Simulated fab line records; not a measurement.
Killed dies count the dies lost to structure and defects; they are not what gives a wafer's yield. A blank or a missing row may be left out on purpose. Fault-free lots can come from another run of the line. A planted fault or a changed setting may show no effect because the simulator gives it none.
Chamber matching :: flow gf180mcu :: 3 sister chambers for GF_PASSIVATION_CVD_00 on pecvd-04
The step deposits SiO2 from TEOS, target thk 1000 nm, time 111.95 s. 3 wafers are shown with their chamber, then 10 later ones without.

## EACH WAFER AND ITS CHAMBER
wafer: L090.1
chamber: 0
heaterPowerW (W): 513

wafer: L090.4
chamber: 2
heaterPowerW (W): 585

wafer: L090.5
chamber: 1
heaterPowerW (W): 596

## WAFERS WITH NO CHAMBER GIVEN
wafer: L090.6
heaterPowerW (W): 557

wafer: L093.4
heaterPowerW (W): 636

wafer: L093.5
heaterPowerW (W): 456

wafer: L093.6
heaterPowerW (W): 533

wafer: L095.1
heaterPowerW (W): 510

wafer: L095.3
heaterPowerW (W): 454

wafer: L095.6
heaterPowerW (W): 574

wafer: L097.1
heaterPowerW (W): 616

wafer: L097.3
heaterPowerW (W): 657

wafer: L097.4
heaterPowerW (W): 452

## WHICH CHAMBER EACH ONE RAN IN
wafer: L090.6
from the rows above: can't be placed: 2 or 1 or 0
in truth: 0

wafer: L093.4
from the rows above: can't be placed: 1 or 2 or 0
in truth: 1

wafer: L093.5
from the rows above: can't be placed: 0 or 2 or 1
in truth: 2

wafer: L093.6
from the rows above: can't be placed: 0 or 2 or 1
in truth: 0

wafer: L095.1
from the rows above: can't be placed: 0 or 2 or 1
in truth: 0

wafer: L095.3
from the rows above: can't be placed: 0 or 2 or 1
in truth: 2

wafer: L095.6
from the rows above: can't be placed: 2 or 1 or 0
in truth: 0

wafer: L097.1
from the rows above: can't be placed: 1 or 2 or 0
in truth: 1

wafer: L097.3
from the rows above: can't be placed: 1 or 2 or 0
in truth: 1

wafer: L097.4
from the rows above: can't be placed: 0 or 2 or 1
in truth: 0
Correctly placed: 0 of 10. From these rows, 10 cannot be placed; in 10 the true chamber is one of the candidates. Number placed wrongly: 0.
How it was worked out, from the rows above alone: a wafer's distance from a chamber is the root of the sum, over the readings, of the square of ((its reading less the chamber's mean) divided by the reading's scatter). If the next closest chamber is less than 2 further off than the closest, the wafer can't be placed; otherwise it belongs to the closest. Each chamber's mean is taken over the wafers shown for it. The scatter: with one shown wafer a chamber, the root of the mean of the squares of how far each hidden wafer lies from its nearest shown one.
